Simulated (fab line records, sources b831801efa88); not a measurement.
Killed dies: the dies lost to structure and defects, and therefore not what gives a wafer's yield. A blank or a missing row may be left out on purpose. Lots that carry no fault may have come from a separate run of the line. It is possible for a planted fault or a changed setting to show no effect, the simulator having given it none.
fab line records ; flow gf180mcu
[record] lots = 14; wafers = 42; lastDay = 35
route steps=602 shown M2@375 V2@397 M4@459 V4@479
lots that met no fault: taken from a fault-free run of the same line
startH: start of the lot's first displayed wafer, in hours after the record's first day ; waitH: hours elapsed since this lot's preceding step ; " repeats the value in the row above ; L1.1+2: one row covering several wafers at once ; - no value present, or no start provided ; * or withheld: withheld ; < > ~ a bound
route shown NAME@n: a module of which the file shows steps, and the number in the route of the first ; usual: mean and standard deviation over wafers with no fault ; same: alike in all rows ; chamber/n: place in a boat ; sites: readings site by site ; _std_site: the standard deviation of these ; _edge_site: inner sites' mean taken away from outer sites' mean ; radiusMm: how far each site lies from the wafer's centre ; mask NAME#n: copy n ; behind: the tool/chamber that last shaped the wafer ; hold: why the lot was held/for how many hours/how that ended ; device: the n, p or np transistor that did not switch ; end of line: the tests these same wafers got at the end of their route ; for a step that has no rows: nothing shown but its recipe ; killed: dies lost to structure and defects at the first sort, not the wafer's yield ; map: shows each die of a wafer: x if killed, . if not, _ if none is there
set.NAME: the run value of the setting; set.NAME@STEP: its run value at that earlier step ; model.NAME: the simulator's own value behind a step, which no gauge read
steps of the route over a sample of lots; a table a step, a row a wafer
services: a tool's chamber out of use, with start hour (startH, from the record's first day; less than 0 if before it), hours out, and reason
[[steps]]
[step GF_M2_DEVELOP_13]
[recipe] developTimeS = 60; devTempC = 21
[usual] chillPlateTempC = 23.02/0.13; developTimeS = 60/0; exhaustPa = 44.8/0.96
lot.wafer;tool;chamber;startH;waitH;chillPlateTempC;developTimeS;exhaustPa
L180.1;lithoTrack-02;0;435.49;0.2;23.08;60;43.9
L180.3;lithoTrack-02;0;435.49;0.2;23.03;60;43.6
L180.4;lithoTrack-02;0;435.49;0.2;23.10;60;44.6
L181.2;lithoTrack-03;0;447.27;0.2;23.08;60;43.7
L181.4;lithoTrack-03;0;447.27;0.2;22.88;60;44.1
L181.6;lithoTrack-03;0;447.27;0.2;22.97;60;43.9
L182.2;lithoTrack-02;0;463.77;0.2;23.19;60;43.4
L182.4;lithoTrack-02;0;463.77;0.2;23.22;60;44.8
L182.6;lithoTrack-02;0;463.77;0.2;23.28;60;45.3
L183.2;lithoTrack-02;0;475.02;0.2;22.96;60;44.3
L183.3;lithoTrack-02;0;475.02;0.2;23.00;60;45.6
L183.6;lithoTrack-02;0;475.02;0.2;23.15;60;45.7
L184.1;lithoTrack-03;0;483.64;0.2;23.04;60;45.3
L184.2;lithoTrack-03;0;483.64;0.2;23.07;60;45.0
L184.4;lithoTrack-03;0;483.64;0.2;22.97;60;44.3
L187.1;lithoTrack-03;-;517.69;0.2;-;-;-
L187.2;lithoTrack-03;-;517.69;0.2;-;-;-
L187.3;lithoTrack-03;-;517.69;0.2;-;-;-
L188.3;lithoTrack-03;-;522.29;0.1;-;-;-
L188.4;lithoTrack-03;-;522.29;0.1;-;-;-
L188.5;lithoTrack-03;-;522.29;0.1;-;-;-
L193.1;lithoTrack-04;0;554.46;0.2;23.27;60;47.0
L193.5;lithoTrack-04;0;554.46;0.2;23.03;60;45.3
L193.6;lithoTrack-04;0;554.46;0.2;22.98;60;46.9
L194.3;lithoTrack-02;0;570.34;0.1;23.13;60;44.8
L194.5;lithoTrack-02;0;570.34;0.1;23.10;60;45.0
L194.6;lithoTrack-02;0;570.34;0.1;22.91;60;44.7
L196.1;lithoTrack-04;0;592.06;0.2;23.06;60;44.2
L196.2;lithoTrack-04;0;592.06;0.2;22.84;60;43.0
L196.6;lithoTrack-04;0;592.06;0.2;22.99;60;43.9
L198.1;lithoTrack-02;0;619.94;0.2;22.97;60;44.3
L198.2;lithoTrack-02;0;619.94;0.2;22.98;60;44.6
L198.4;lithoTrack-02;0;619.94;0.2;22.98;60;44.9
L199.1;lithoTrack-02;0;620.64;0.2;22.98;60;45.8
L199.2;lithoTrack-02;0;620.64;0.2;22.94;60;45.3
L199.5;lithoTrack-02;0;620.64;0.2;23.14;60;45.8
L202.1;lithoTrack-04;0;622.41;0.2;22.89;60;45.2
L202.4;lithoTrack-04;0;622.41;0.2;22.95;60;44.9
L202.6;lithoTrack-04;0;622.41;0.2;22.89;60;46.1
L203.3;lithoTrack-03;0;640.64;0.1;22.90;60;45.4
L203.5;lithoTrack-03;0;640.64;0.1;22.99;60;46.0
L203.6;lithoTrack-03;0;640.64;0.1;22.93;60;45.7
[step GF_V2_OVL_MEAS_15]
[usual] V2_OVL = 0/5.6
lot.wafer;tool;chamber;startH;waitH;V2_OVL[nm]
L180.1;overlay-02;-;460.68;0.1;4
L180.3;overlay-02;-;460.68;0.1;-1
L180.4;overlay-02;-;460.68;0.1;4
L181.2;overlay-01;-;473.42;0.1;-5
L181.4;overlay-01;-;473.42;0.1;-4
L181.6;overlay-01;-;473.42;0.1;-5
L182.2;overlay-01;-;489.67;0.1;4
L182.4;overlay-01;-;489.67;0.1;2
L182.6;overlay-01;-;489.67;0.1;0
L183.2;overlay-02;-;501.27;0.1;0
L183.3;overlay-02;-;501.27;0.1;8
L183.6;overlay-02;-;501.27;0.1;7
L184.1;overlay-02;-;508.83;0.1;-4
L184.2;overlay-02;-;508.83;0.1;-4
L184.4;overlay-02;-;508.83;0.1;-6
L193.1;overlay-01;-;576.61;0.1;-4
L193.5;overlay-01;-;576.61;0.1;-7
L193.6;overlay-01;-;576.61;0.1;-9
L194.3;overlay-02;-;593.54;0.1;4
L194.5;overlay-02;-;593.54;0.1;-2
L194.6;overlay-02;-;593.54;0.1;3
L196.1;overlay-02;-;614.83;0.1;-18
L196.2;overlay-02;-;614.83;0.1;-17
L196.6;overlay-02;-;614.83;0.1;-10
L198.1;overlay-01;-;642.63;0.1;7
L198.2;overlay-01;-;642.63;0.1;-1
L198.4;overlay-01;-;642.63;0.1;3
L199.1;overlay-01;-;643.33;0.1;3
L199.2;overlay-01;-;643.33;0.1;-1
L199.5;overlay-01;-;643.33;0.1;0
L202.1;overlay-02;-;644.63;0.1;-15
L202.4;overlay-02;-;644.63;0.1;-13
L202.6;overlay-02;-;644.63;0.1;-7
L203.3;overlay-02;-;662.44;0.1;1
L203.5;overlay-02;-;662.44;0.1;12
L203.6;overlay-02;-;662.44;0.1;12
[step GF_M4_SPUTTER_03]
[recipe] material = Ti; targetThkNm = 10; substrateTempC = 300; chamberPressurePa = 0.3; powerW = 3000; timeS = 6.7
[usual] cathodeDcPowerW = 3000.0/0.51; throttleValvePct = 29.6/0.81
lot.wafer;tool;chamber;startH;waitH;cathodeDcPowerW;throttleValvePct
L180.1;pvdSputter-02;-;513.31;0.0;2999.2;30.6
L180.3;pvdSputter-02;-;513.31;0.0;3000.3;29.7
L180.4;pvdSputter-02;-;513.31;0.0;3000.4;29.9
L181.2;pvdSputter-01;-;525.66;0.0;3000.5;30.5
L181.4;pvdSputter-01;-;525.66;0.0;3000.5;29.1
L181.6;pvdSputter-01;-;525.66;0.0;2999.9;29.1
L182.2;pvdSputter-04;-;541.56;0.0;2999.3;28.7
L182.4;pvdSputter-04;-;541.56;0.0;2999.7;29.3
L182.6;pvdSputter-04;-;541.56;0.0;3000.3;29.3
L183.2;pvdSputter-02;-;552.74;0.0;3000.6;30.6
L183.3;pvdSputter-02;-;552.74;0.0;2999.2;30.5
L183.6;pvdSputter-02;-;552.74;0.0;3000.2;30.4
L184.1;pvdSputter-04;-;559.71;0.0;3000.1;31.3
L184.2;pvdSputter-04;-;559.71;0.0;3000.0;28.8
L184.4;pvdSputter-04;-;559.71;0.0;3000.3;29.3
L193.1;pvdSputter-04;-;624.79;0.0;2999.9;31.0
L193.5;pvdSputter-04;-;624.79;0.0;3000.5;31.1
L193.6;pvdSputter-04;-;624.79;0.0;2999.9;28.6
L194.3;pvdSputter-04;-;639.46;0.0;3000.9;30.9
L194.5;pvdSputter-04;-;639.46;0.0;3000.8;29.3
L194.6;pvdSputter-04;-;639.46;0.0;3000.2;29.1
L196.1;pvdSputter-02;-;660.04;0.0;3000.7;30.5
L196.2;pvdSputter-02;-;660.04;0.0;2998.8;28.7
L196.6;pvdSputter-02;-;660.04;0.0;2999.8;30.5
L199.1;pvdSputter-02;-;687.38;0.0;3000.2;30.5
L199.2;pvdSputter-02;-;687.38;0.0;3000.1;30.5
L199.5;pvdSputter-02;-;687.38;0.0;3000.0;29.0
L202.1;pvdSputter-01;-;688.07;0.0;2999.1;28.9
L202.4;pvdSputter-01;-;688.07;0.0;3000.3;29.4
L202.6;pvdSputter-01;-;688.07;0.0;3000.2;29.2
L198.1;pvdSputter-04;-;689.66;0.0;2999.2;28.5
L198.2;pvdSputter-04;-;689.66;0.0;2999.0;29.3
L198.4;pvdSputter-04;-;689.66;0.0;3000.3;29.1
L203.3;pvdSputter-02;-;705.86;0.0;3000.1;28.8
L203.5;pvdSputter-02;-;705.86;0.0;3000.4;30.3
L203.6;pvdSputter-02;-;705.86;0.0;3000.5;30.4
[step GF_V4_THK_MEAS_03]
[recipe] reads = SiO2_of_V4_CVD_02
[usual] V4_CVD_02_THK = 849/11
lot.wafer;tool;chamber;startH;waitH;V4_CVD_02_THK[nm]
L180.1;filmMetro-04;-;537.33;0.0;840
L180.3;filmMetro-04;-;537.33;0.0;833
L180.4;filmMetro-04;-;537.33;0.0;854
L181.2;filmMetro-02;-;549.97;0.0;846
L181.4;filmMetro-02;-;549.97;0.0;875
L181.6;filmMetro-02;-;549.97;0.0;859
L182.2;filmMetro-04;-;574.07;0.0;859
L182.4;filmMetro-04;-;574.07;0.0;872
L182.6;filmMetro-04;-;574.07;0.0;848
L183.2;filmMetro-02;-;575.00;0.0;835
L183.3;filmMetro-02;-;575.00;0.0;829
L183.6;filmMetro-02;-;575.00;0.0;849
L184.1;filmMetro-02;-;580.11;0.0;840
L184.2;filmMetro-02;-;580.11;0.0;848
L184.4;filmMetro-02;-;580.11;0.0;861
L193.1;filmMetro-01;-;646.23;0.0;839
L193.5;filmMetro-01;-;646.23;0.0;850
L193.6;filmMetro-01;-;646.23;0.0;852
L194.3;filmMetro-01;-;659.93;0.1;839
L194.5;filmMetro-01;-;659.93;0.1;845
L194.6;filmMetro-01;-;659.93;0.1;865
L196.1;filmMetro-04;-;680.49;0.0;840
L196.2;filmMetro-04;-;680.49;0.0;845
L196.6;filmMetro-04;-;680.49;0.0;861
L199.1;filmMetro-04;-;707.34;0.0;846
L199.2;filmMetro-04;-;707.34;0.0;833
L199.5;filmMetro-04;-;707.34;0.0;848
L202.1;filmMetro-02;-;708.31;0.0;857
L202.4;filmMetro-02;-;708.31;0.0;870
L202.6;filmMetro-02;-;708.31;0.0;849
L198.1;filmMetro-04;-;709.56;0.0;858
L198.2;filmMetro-04;-;709.56;0.0;853
L198.4;filmMetro-04;-;709.56;0.0;866
L203.3;filmMetro-04;-;725.10;0.1;849
L203.5;filmMetro-04;-;725.10;0.1;839
L203.6;filmMetro-04;-;725.10;0.1;860
[[services]]
tool;chamber;startH;hours;kind
pvdSputter-04;-;417.63;1.7;repair
pvdSputter-01;-;449.30;4.1;repair
pvdSputter-01;-;523.61;0.9;repair
pvdSputter-04;-;534.00;5.3;repair
pvdSputter-01;-;546.80;2.7;repair
pvdSputter-02;-;563.62;1.8;repair
pvdSputter-01;-;580.93;3.8;repair
pvdSputter-04;-;678.62;2.5;repair
[[key]]
[firstSign] step = GF_M2_DEVELOP_13; reading = toolRecord; direction = missing
effect none on later readings
metAt GF_M2_DEVELOP_13
struckLots L187,L188
laterRowsLeftOut L187.1,L187.2,L187.3,L188.3,L188.4,L188.5
sortLeftOut L187.1,L187.2,L187.3,L188.3,L188.4,L188.5
notActingAt GF_V2_OVL_MEAS_15,GF_M4_SPUTTER_03,GF_V4_THK_MEAS_03
onsetBetween 483.64 517.69
[fault] kind = skippedStepWhole; tool = lithoTrack-03; chamber = -; onsetH = 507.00; steps = GF_M2_DEVELOP_13; scope = struckLotsOnly
// sortLeftOut: the simulated sort isn't trusted on such a fault, so these wafers' sort isn't shown, and their yield isn't known
// laterRowsLeftOut: the simulator's readings of these wafers behind a module that went badly wrong aren't trusted and aren't shown, but for the sort
